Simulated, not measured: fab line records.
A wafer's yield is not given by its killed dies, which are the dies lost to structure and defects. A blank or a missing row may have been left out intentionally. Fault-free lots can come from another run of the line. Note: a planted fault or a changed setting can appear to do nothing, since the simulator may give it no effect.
Comparing a struck lot with a sound one | flow sky130 | 16 steps out of a route of 708
Sound: wafers L906.1, L906.4, L906.5. Struck: wafers L916.1, L916.4, L916.5. At the end, the cause is stated.
Each step with rows lists, per side, the tool, then ch with its chambers, then its first start. Under that, the readings that differ: sound wafers | struck wafers | difference of the means | sigmas: that difference in standard deviations of wafers without a fault.
alike: a reading whose means differ by less than 2 such deviations, as well as words and numbers matching on both sides. not compared: withheld readings; readings where some wafer has no value; bounds like >300 that might hide an equal value; numbers whose values overlap and for which the record gives no deviation.
Wherever a step has rows on one side only, a row that says differs or no value, or a row with sigmas, the two part there. Numbers that have no deviation but don't overlap get no sigmas and don't part them. A reading that every wafer of one side lacks parts them only if that side has two wafers or more.

SKY_VIA2_BOW_MEAS_03:
  sound on film-metro-01 at day 37 02:11; struck on film-metro-04 at day 39 18:56
  alike: VIA2_BOW
then, 8 steps without rows for these wafers: SKY_VIA2_DEHYDRATE_04 (time 60 s); SKY_VIA2_HMDS_05 (prime time 60 s); SKY_VIA2_COAT_06 (resist thk 60 nm); SKY_VIA2_COAT_07 (resist thk 450 nm); SKY_VIA2_SOFTBAKE_08 (time 90 s); SKY_VIA2_EXPOSE_09 (exposes mask VIM2, target cd 200 nm); SKY_VIA2_PEB_10; SKY_VIA2_DEVELOP_11 (develop time 60 s).
SKY_VIA2_CD_MEAS_12: target cd 200 nm.
  sound on cd-sem-02 at day 38 05:11; struck on cd-sem-02 at day 40 20:19
  alike: cd-nm
SKY_VIA2_OVL_MEAS_13:
  sound on overlay-02 at day 38 05:18; struck on overlay-02 at day 40 20:26
  reading       | sound    | struck | difference | sigmas
  VIA2_OVL (nm) | -9 -7 -6 | 0 4 7  | +11        | +2
SKY_VIA2_ETCH_14: etches BARC in N2/H2, stops on SiO2, time 45.9 s, target depth 60 nm.
  sound on rie-diel-04 ch 1,2,3, day 38 05:20; struck on rie-diel-04 ch 0,1,3, day 40 20:28
  alike: bias-w, chamber-pressure-mTorr, drypump-motor-current-A, oes-product-au, throttle-valve-pct
  not compared: rf-hours-counter-h
SKY_VIA2_ETCH_15: etches SiO2 in C4F8/O2/Ar, stops on TiN, target depth 546 nm, time 84 s.
  sound on rie-diel-04 ch 1,2,3, day 38 05:23; struck on rie-diel-04 ch 0,1,3, day 40 20:31
  reading                                     | sound             | struck            | difference | sigmas
  bias-w (W)                                  | 1192 1207 1205    | 1722 1725 1719    | +521       | +99 or more
  model.KrF-thick_of_VIA2_COAT_07.thk-nm (nm) | 289.5 288.5 281.6 | 267.9 269.9 275.9 | -15.3      |
  model.TiN_of_METAL2_SPUTTER_04.thk-nm (nm)  | 68.12 68.76 68.15 | 68.07 67.35 67.23 | -0.79      |
  alike: chamber-pressure-mTorr, oes-product-au
  not compared: rf-hours-counter-h
SKY_VIA2_STRIP_16: strips in O2/N2.
  sound on plasma-asher-02 ch 0,1, day 38 05:26; struck on plasma-asher-04 ch 0,1, day 40 20:35
  reading                      | sound             | struck            | difference | sigmas
  oes-product-au (a.u.)        | 0.405 0.410 0.401 | 0.390 0.385 0.392 | -0.016     | -3
  strip-time-to-endpoint-s (s) | 4.12 4.10 4.03    | 3.90 3.92 3.98    | -0.15      | -5
  alike: chamber-pressure-mTorr, drypump-motor-current-A
  not compared: rf-hours-counter-h
then, 2 steps without rows for these wafers: SKY_VIA2_STRIP_17 (strips in post etch residue remover, time 1200 s); SKY_PAD_OPEN_PROBE_99.

== WHERE THEY PART ==
First at SKY_VIA2_OVL_MEAS_13; last, within this record, at SKY_VIA2_STRIP_16.

WHY: whatever the simulator had introduced
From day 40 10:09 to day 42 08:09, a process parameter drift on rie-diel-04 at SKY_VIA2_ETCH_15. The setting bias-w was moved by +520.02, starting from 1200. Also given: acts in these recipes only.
